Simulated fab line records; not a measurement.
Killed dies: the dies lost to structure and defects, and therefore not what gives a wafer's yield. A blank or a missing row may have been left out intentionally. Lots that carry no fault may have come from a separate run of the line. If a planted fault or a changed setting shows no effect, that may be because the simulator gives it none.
The same fault as seen by 2 desks | flow sky130 | what lay behind the numbers comes last; until then each desk has only its own

== FOR THE TOOL OWNER'S DESK: hdpcvd-02 ==
The tool's own readings at SKY_VIA4_HDPCVD_00 (deposits SiO2, target thk 1750 nm, time 291.7 s): means of the sampled wafers that have a number, for each lot that ran on this tool. Marked OUT: a lot whose mean sits more than 4 standard deviations from the usual mean, which makes it out of limits; the brackets give that distance.
Columns: A = run_length_s at SKY_VIA4_HDPCVD_00, usual 319.6 s
lot  | first seen here | A
L865 | day 41 12:31    | 319.3
L868 | day 42 19:56    | 319.7
L872 | day 44 00:26    | 384.0 (+99 or more) OUT
L877 | day 45 06:38    | 383.8 (+99 or more) OUT
L888 | day 48 08:40    | 319.7
This desk's verdict: out of limits on L872, L877, starting with L872 at day 44 00:26 (run_length_s at SKY_VIA4_HDPCVD_00). Within limits: L865, L868, L888.

== METROLOGY DESK ==
Lot by lot, what the gauges showed, no matter which tool ran the lot: averages of those sampled wafers that carry a number. Marked OUT: a lot whose mean sits more than 4 standard deviations from the usual mean, which makes it out of limits; the brackets give that distance.
Columns: A = VIA4_HDPCVD_THK at SKY_VIA4_THK_MEAS_01, usual 1753 nm; B = METAL5_ALCU_RS at SKY_METAL5_RS_MEAS_05, usual 0.0271 ohm/sq
lot  | first seen here | A              | B
L865 | day 41 12:42    | 1715           | 0.0273
L866 | day 42 06:11    | 1747           | 0.0272
L868 | day 42 20:03    | 1777           | 0.0271
L869 | day 43 20:22    | 1749           | 0.0271
L872 | day 44 00:38    | 2148 (+23) OUT | 0.0271
L873 | day 44 04:40    | 1747           | 0.0271
L877 | day 45 06:49    | 2119 (+22) OUT | 0.0269
L879 | day 45 17:08    | 1741           | 0.0272
L884 | day 46 18:58    | 1746           | 0.0268
L888 | day 48 08:50    | 1762           | 0.0270
L887 | day 49 05:41    | 1744           | 0.0274
This desk finds L872, L877 out of limits, with the earliest case on L872 at day 44 00:38 (VIA4_HDPCVD_THK at SKY_VIA4_THK_MEAS_01). Within limits: L865, L866, L868, L869, L873, L879, L884, L888, L887.

== PUT TOGETHER ==
An alarm could have come from the tool owner's desk at day 44 00:26, on L872, L877.
On L872, L877, the metrology desk was in a position to raise an alarm at day 44 00:38.
On hdpcvd-02, each named lot ran SKY_VIA4_HDPCVD_00.

== WHAT THE SIMULATOR PUT IN ==
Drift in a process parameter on hdpcvd-02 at SKY_VIA4_HDPCVD_00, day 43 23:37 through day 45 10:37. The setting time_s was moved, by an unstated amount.
Shown lots that were struck: L872, L877.
Counting hours from when the fault started, the first reading out of limits came at 1 for the tool owner's desk and at 1 for the metrology desk.
